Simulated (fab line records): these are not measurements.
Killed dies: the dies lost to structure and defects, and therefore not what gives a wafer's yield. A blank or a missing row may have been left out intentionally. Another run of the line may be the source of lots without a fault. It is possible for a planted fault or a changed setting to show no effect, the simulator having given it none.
What tool caused it? | flow sky130 | 24 lots, 72 wafers sampled, at 4 steps of a route of 708

== WHAT EACH GAUGE READ, for each wafer ==
SKY_LDD_HVP_TW_MEAS_10. Usual: LDD_HVP_TW gives 457 (standard deviation 4).
lot  | measured     | on            | LDD_HVP_TW  | flag
L074 | day 21 20:37 | film metro-02 | 459 459 460 |
L075 | day 22 03:54 | film metro-02 | 459 454 453 |
L076 | day 22 07:12 | film metro-02 | 456 455 455 |
L077 | day 22 15:39 | film metro-01 | 457 457 456 |
L078 | day 23 02:00 | film metro-02 | 453 452 453 |
L079 | day 23 10:58 | film metro-01 | 458 458 459 |
L080 | day 23 17:11 | film metro-02 | 452 455 455 |
L081 | day 24 04:03 | film metro-02 | 457 453 454 |
L082 | day 24 14:43 | film metro-01 | 453 453 451 |
L083 | day 25 02:19 | film metro-02 | 455 453 454 |
L084 | day 25 06:58 | film metro-03 | 465 463 464 |
L085 | day 25 18:19 | film metro-03 | 465 464 465 |
L086 | day 26 02:49 | film metro-02 | 452 451 453 |
L087 | day 26 15:52 | film metro-01 | 455 456 456 |
L088 | day 26 16:28 | film metro-03 | 465 464 465 |
L089 | day 27 06:12 | film metro-01 | 456 456 454 |
L090 | day 27 08:31 | film metro-01 | 457 453 453 |
L091 | day 27 14:31 | film metro-01 | 455 455 456 |
L092 | day 27 18:54 | film metro-01 | 457 454 457 |
L093 | day 27 23:10 | film metro-02 | 449 454 452 |
L094 | day 28 08:08 | film metro-02 | 455 453 457 |
L095 | day 28 20:45 | film metro-03 | 460 460 462 |
L096 | day 29 09:31 | film metro-02 | 454 454 455 |
L097 | day 29 13:10 | film metro-03 | 460 461 462 |

SKY_SD_N_RS_MEAS_18: uses a four-point probe to measure. Usual: RES_XHIGH_RS gives 332.8 ohm/sq (standard deviation 1.2).
lot  | measured     | on            | RES_XHIGH_RS (ohm/sq) | flag
L074 | day 28 06:49 | film metro-04 | 333.6 334.5 334.0     |
L075 | day 28 09:50 | film metro-04 | 331.4 332.2 332.2     |
L076 | day 28 13:25 | film metro-04 | 332.6 330.6 331.6     |
L077 | day 28 22:04 | film metro-01 | 332.6 332.4 331.1     |
L078 | day 29 04:50 | film metro-01 | 331.0 332.4 331.1     |
L079 | day 29 14:24 | film metro-03 | 330.9 331.3 331.5     |
L080 | day 29 19:20 | film metro-03 | 334.1 335.0 334.2     |
L081 | day 30 08:10 | film metro-04 | 333.7 333.1 333.0     |
L082 | day 30 18:08 | film metro-01 | 332.1 331.5 332.7     |
L083 | day 31 06:22 | film metro-01 | 332.9 333.3 333.8     |
L084 | day 31 07:34 | film metro-03 | 331.6 332.9 333.5     |
L085 | day 31 17:52 | film metro-03 | 333.5 333.8 334.7     |
L086 | day 32 00:43 | film metro-01 | 330.0 330.6 330.7     |
L087 | day 33 09:46 | film metro-01 | 332.9 334.6 333.9     |
L088 | day 33 10:17 | film metro-04 | 333.6 332.1 332.4     |
L089 | day 33 10:34 | film metro-01 | 332.4 332.6 332.8     |
L090 | day 33 11:44 | film metro-03 | 331.8 332.6 332.0     |
L091 | day 33 13:13 | film metro-03 | 331.1 331.6 333.0     |
L092 | day 33 15:35 | film metro-03 | 334.1 334.9 333.5     |
L093 | day 33 17:46 | film metro-03 | 331.3 332.8 332.1     |
L094 | day 34 04:59 | film metro-04 | 334.0 333.0 333.3     |
L095 | day 34 18:29 | film metro-04 | 334.1 334.2 333.9     |
L096 | day 35 06:22 | film metro-01 | 331.9 333.1 331.6     |
L097 | day 35 07:58 | film metro-03 | 333.1 333.3 335.2     |

SKY_VIA1_THK_MEAS_23: measures by xrf. Usual: VIA1_W_THK gives 272 nm (standard deviation 3.3).
lot  | measured     | on            | VIA1_W_THK (nm) | flag
L074 | day 34 07:47 | film metro-01 | 273 276 271     |
L075 | day 34 09:04 | film metro-04 | 269 269 270     |
L076 | day 34 11:50 | film metro-01 | 274 274 275     |
L077 | day 34 23:32 | film metro-04 | 273 271 275     |
L078 | day 35 07:24 | film metro-04 | 274 269 274     |
L079 | day 35 13:55 | film metro-01 | 272 269 270     |
L080 | day 35 19:14 | film metro-01 | 270 270 266     |
L081 | day 36 06:02 | film metro-03 | 270 275 271     |
L082 | day 36 13:54 | film metro-01 | 269 269 272     |
L083 | day 37 04:34 | film metro-04 | 267 269 268     |
L084 | day 37 04:34 | film metro-01 | 275 274 275     |
L085 | day 37 14:55 | film metro-01 | 272 271 270     |
L086 | day 37 20:20 | film metro-03 | 269 264 266     |
L087 | day 39 04:02 | film metro-01 | 272 274 272     |
L088 | day 39 05:01 | film metro-01 | 273 272 268     |
L089 | day 39 05:22 | film metro-04 | 263 271 265     |
L090 | day 39 05:43 | film metro-01 | 275 277 274     |
L091 | day 39 06:02 | film metro-03 | 275 272 273     |
L092 | day 39 08:47 | film metro-03 | 273 276 276     |
L093 | day 39 12:04 | film metro-03 | 272 274 273     |
L094 | day 39 21:12 | film metro-03 | 276 274 272     |
L095 | day 40 09:47 | film metro-03 | 274 277 275     |
L096 | day 40 20:08 | film metro-01 | 275 275 272     |
L097 | day 40 20:47 | film metro-04 | 271 272 270     |

== WHAT TOOL EACH LOT RAN ON (gives the tool, then ch and the chambers of the sampled wafers, and finally the start) ==
lot  | SKY_LI_CONTACT_STRIP_16
L074 | plasma asher-01 ch 0,1, day 29 12:08
L075 | plasma asher-03 ch 0,1, day 29 13:52
L076 | plasma asher-02 ch 0,1, day 29 16:49
L077 | plasma asher-03 ch 0,1, day 30 03:29
L078 | plasma asher-02 ch 0,1, day 30 10:10
L079 | plasma asher-02 ch 0,1, day 30 20:54
L080 | plasma asher-02 ch 0,1, day 31 00:41
L081 | plasma asher-02 ch 0,1, day 31 13:02
L082 | plasma asher-03 ch 0,1, day 31 22:17
L083 | plasma asher-03 ch 0,1, day 32 10:28
L084 | plasma asher-02 ch 0,1, day 32 11:14
L085 | plasma asher-01 ch 0,1, day 32 21:31
L086 | plasma asher-02 ch 0,1, day 33 04:38
L087 | plasma asher-02 ch 0, day 34 13:47
L088 | plasma asher-03 ch 0,1, day 34 14:23
L089 | plasma asher-01 ch 0,1, day 34 14:44
L090 | plasma asher-02 ch 0,1, day 34 15:41
L091 | plasma asher-03 ch 0,1, day 34 17:14
L092 | plasma asher-03 ch 0,1, day 34 18:59
L093 | plasma asher-02 ch 0,1, day 34 21:05
L094 | plasma asher-01 ch 0,1, day 35 08:11
L095 | plasma asher-02 ch 0,1, day 35 21:07
L096 | plasma asher-01 ch 0,1, day 36 09:08
L097 | plasma asher-02 ch 0, day 36 10:16
- SKY_LI_CONTACT_STRIP_16: strips in O2/N2.

== AS READ BY THE TOOLS THEMSELVES (means over the sampled wafers that have a number; for cases with no such wafer, the mark the record gives instead) ==
SKY_LI_CONTACT_STRIP_16. Usual: drypump motor current A 5.7 A, standard deviation 0.59; n2 flow sccm 300.2 sccm, standard deviation 0.89; o2 flow sccm 2999 sccm, standard deviation 9.3; oes product au 0.376 a.u., standard deviation 0.0047; strip time to endpoint s 3.494 s, standard deviation 0.025.
lot  | tool            | drypump motor current A (A) | n2 flow sccm (sccm) | o2 flow sccm (sccm) | oes product au (a.u.) | strip time to endpoint s (s) | flag
L074 | plasma asher-01 | 5.9                         | 300.2               | 3013                | 0.373                 | 3.479                        |
L075 | plasma asher-03 | 5.6                         | 300.3               | 2985                | 0.379                 | 3.537                        |
L076 | plasma asher-02 | 5.5                         | 300.3               | 2998                | 0.375                 | 3.516                        |
L077 | plasma asher-03 | 5.6                         | 300.7               | 2994                | 0.378                 | 3.498                        |
L078 | plasma asher-02 | 5.5                         | 299.8               | 3003                | 0.378                 | 3.465                        |
L079 | plasma asher-02 | 5.5                         | 300.1               | 3011                | 0.377                 | 3.523                        |
L080 | plasma asher-02 | 5.5                         | 298.9               | 2995                | 0.377                 | 3.517                        |
L081 | plasma asher-02 | 5.5                         | 299.9               | 2993                | 0.376                 | 3.518                        |
L082 | plasma asher-03 | 5.9                         | 299.8               | 2998                | 0.378                 | 3.493                        |
L083 | plasma asher-03 | 5.6                         | 300.1               | 2995                | 0.382                 | 3.525                        |
L084 | plasma asher-02 | 5.5                         | 299.7               | 2996                | 0.377                 | 3.501                        |
L085 | plasma asher-01 | 5.8                         | 299.4               | 3001                | 0.373                 | 3.497                        |
L086 | plasma asher-02 | 6.0                         | 301.3               | 3000                | 0.374                 | 3.495                        |
L087 | plasma asher-02 | 5.1                         | 299.9               | 3014                | 0.374                 | 3.483                        |
L088 | plasma asher-03 | 5.9                         | 300.2               | 3006                | 0.378                 | 3.491                        |
L089 | plasma asher-01 | 5.8                         | 299.6               | 2991                | 0.372                 | 3.447                        |
L090 | plasma asher-02 | 5.5                         | 301.1               | 3006                | 0.378                 | 3.488                        |
L091 | plasma asher-03 | 5.6                         | 300.9               | 2990                | 0.374                 | 3.498                        |
L092 | plasma asher-03 | 5.6                         | 300.9               | 2996                | 0.372                 | 3.495                        |
L093 | plasma asher-02 | 5.5                         | 299.6               | 2993                | 0.371                 | 3.433                        |
L094 | plasma asher-01 | 5.8                         | 300.1               | 2997                | 0.377                 | 3.497                        |
L095 | plasma asher-02 | 6.0                         | 300.4               | 2995                | 0.377                 | 3.485                        |
L096 | plasma asher-01 | 5.8                         | 300.9               | 3009                | 0.376                 | 3.508                        |
L097 | plasma asher-02 | 5.1                         | 299.9               | 3005                | 0.373                 | 3.495                        |

== THE ANSWER, worked out from the rows above alone ==
Rule: lot off if the mean of its wafers having a number is beyond 3 standard deviations from the usual mean. Also off: a lot with no number at a reading for which 4 or more lots have one. The other lots that the step has rows for count as sound. Order of review: gauges by route order, followed by the tools' own readings, for which a lot's mean as printed above is used. At the first step where some lot is off, the reading lying furthest off is the one used; lots without a number count as furthest.
None of the lots is off at any reading shown; this tells nothing.

== WHAT THE SIMULATOR PUT IN ==
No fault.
